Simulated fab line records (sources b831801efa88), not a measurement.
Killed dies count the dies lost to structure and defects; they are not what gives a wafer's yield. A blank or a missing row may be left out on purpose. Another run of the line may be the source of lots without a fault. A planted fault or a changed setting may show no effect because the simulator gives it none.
Comparing a struck lot with a sound one -- flow sky130 -- 17 steps out of a route of 708
Sound: these wafers, L500.4, L500.5, L500.6. The struck wafers were L510.1, L510.2, L510.6. The cause comes at the end.
For every step that has rows: the tool of each side, followed by ch and its chambers, followed by its first start. Under that, the readings that differ: sound wafers -- struck wafers -- difference of the means -- sigmas: that difference in standard deviations of wafers without a fault.
alike: readings with means less than 2 such deviations apart, plus words and numbers identical on both sides. not compared: withheld readings, readings lacking a value on some wafer, bounds such as >300 that could conceal the same value, and numbers that have no deviation in the record and whose values overlap.
Wherever a step has rows on one side only, a row that says differs or no value, or a row with sigmas, the two part there. When numbers do not overlap yet have no deviation, they are printed without sigmas and do not part them. A reading missing from all wafers of one side parts the sides only when that side holds two or more wafers.

first, 5 steps without rows for these wafers: SKY_SD_N_COAT_02 (resist thk 1140 nm); SKY_SD_N_SOFTBAKE_03 (time 60 s); SKY_SD_N_EXPOSE_04 (exposes mask NSDM, target cd 380 nm); SKY_SD_N_PEB_05; SKY_SD_N_DEVELOP_06 (develop time 60 s).
SKY_SD_N_CD_MEAS_07: target cd 380 nm.
  sound on cdSem-02, day 31 13:22; struck on cdSem-02, day 34 13:13
  alike: cdNm
SKY_SD_N_OVL_MEAS_08:
  sound on overlay-02, day 31 13:26; struck on overlay-01, day 34 13:20
reading,sound,struck,difference,sigmas
SD_N_OVL (nm),3.3 2.6 2.7,0.5 -0.4 0.4,-2.7,-2
then, 2 steps without rows for these wafers: SKY_SD_N_IMPLANT_09; SKY_SD_N_IMPLANT_10.
SKY_SD_N_STRIP_11: strips in O2/N2.
  sound on plasmaAsher-02 ch 0,1, day 31 13:47; struck on plasmaAsher-02 ch 0,1, day 34 13:40
  alike: drypumpMotorCurrentA, oesProductAu, stripTimeToEndpointS
  not compared: rfHoursCounterH
SKY_SD_N_TW_MEAS_12:
  sound on filmMetro-01, day 31 13:53; struck on filmMetro-03, day 34 13:46
  alike: SD_N_TW
then, 1 step without rows for these wafers: SKY_SD_N_CLEAN_13 (cleans in SC1/SC2, time 150 s).
SKY_SD_N_RTA_14: time 2 s.
  sound on rtpAnneal-01 ch 0, day 31 13:59; struck on rtpAnneal-01 ch 0, day 34 13:53
  alike: lampPowerPct, wafer_temp_C_max
SKY_SD_N_RS_MEAS_16: measures by four-point-probe.
  sound on filmMetro-04, day 31 14:12; struck on filmMetro-04, day 34 14:25
reading,sound,struck,difference,sigmas
SD_N_RS (ohm/sq),68.63 68.69 68.67,71.27 71.31 71.34,+2.64,+22
  not compared: hold
SKY_SD_N_RS_MEAS_17: measures by four-point-probe.
  sound on filmMetro-04, day 31 14:19; struck on filmMetro-04, day 34 16:13
reading,sound,struck,difference,sigmas
SD_P_RS (ohm/sq),147.3 147.7 147.1,162.1 162.1 162.1,+14.7,+40
  not compared: hold
SKY_SD_N_RS_MEAS_18: measures by four-point-probe.
  sound on filmMetro-04, day 31 14:26; struck on filmMetro-04, day 34 22:30
reading,sound,struck,difference,sigmas
hold,- - -,awaitDispo/6.2h/release awaitDispo/6.2h/release awaitDispo/6.2h/release,no value on the sound wafers,
  alike: RES_XHIGH_RS
-- here the record skips 16 days between the struck wafers' starts before and after, leaving off in module SD_N and picking up in module PAD_OPEN (first step shown: number 708 of the route) --
SKY_PAD_OPEN_PROBE_99:
  sound on prober-02, day 48 19:00; struck on prober-02, day 50 21:56
reading,sound,struck,difference,sigmas
model.etest.resXhighPo.lineOhmUm,5689 5890 5764,7159 6848 6910,+1191,
model.etest.resXhighPo.rsOhmSqRimLessCentre,37.48 59.38 50.63,733.5 711.3 716.6,+671.3,
model.etest.resXhighPo.rsOhmSqRange,64.12 71.26 69.47,750.3 721.4 734,+667.0,
model.etest.resXhighPo.rsOhmSq,1982 2037 1980,2528 2441 2421,+464,
model.etest.pfet_01v8.rOnOhmUm,2840 2819 2788,3077 3058 3054,+247,
model.etest.tipP.rsOhmSq,6821 6760 6766,6869 6877 6863,+87,
model.etest.resPdiff.lineOhmUm,1361 1397 1397,1528 1539 1510,+141,
model.etest.tipP.rsOhmSqRimLessCentre,-81.24 -109.2 -79.38,97.44 167.7 63.76,+199.57,
  alike: killed_at_M0_to_M3, killed_at_M4_up, killedAtContacts, killedAtFrontEnd, killedAtOther, killedDies, killedOpen, killedShort

== WHERE THEY PART ==
At SKY_SD_N_OVL_MEAS_08 first; at SKY_SD_N_RS_MEAS_18 last (within this record only). Later steps at which nothing parts them and some readings are alike: SKY_PAD_OPEN_PROBE_99.

WHY: whatever the simulator had introduced
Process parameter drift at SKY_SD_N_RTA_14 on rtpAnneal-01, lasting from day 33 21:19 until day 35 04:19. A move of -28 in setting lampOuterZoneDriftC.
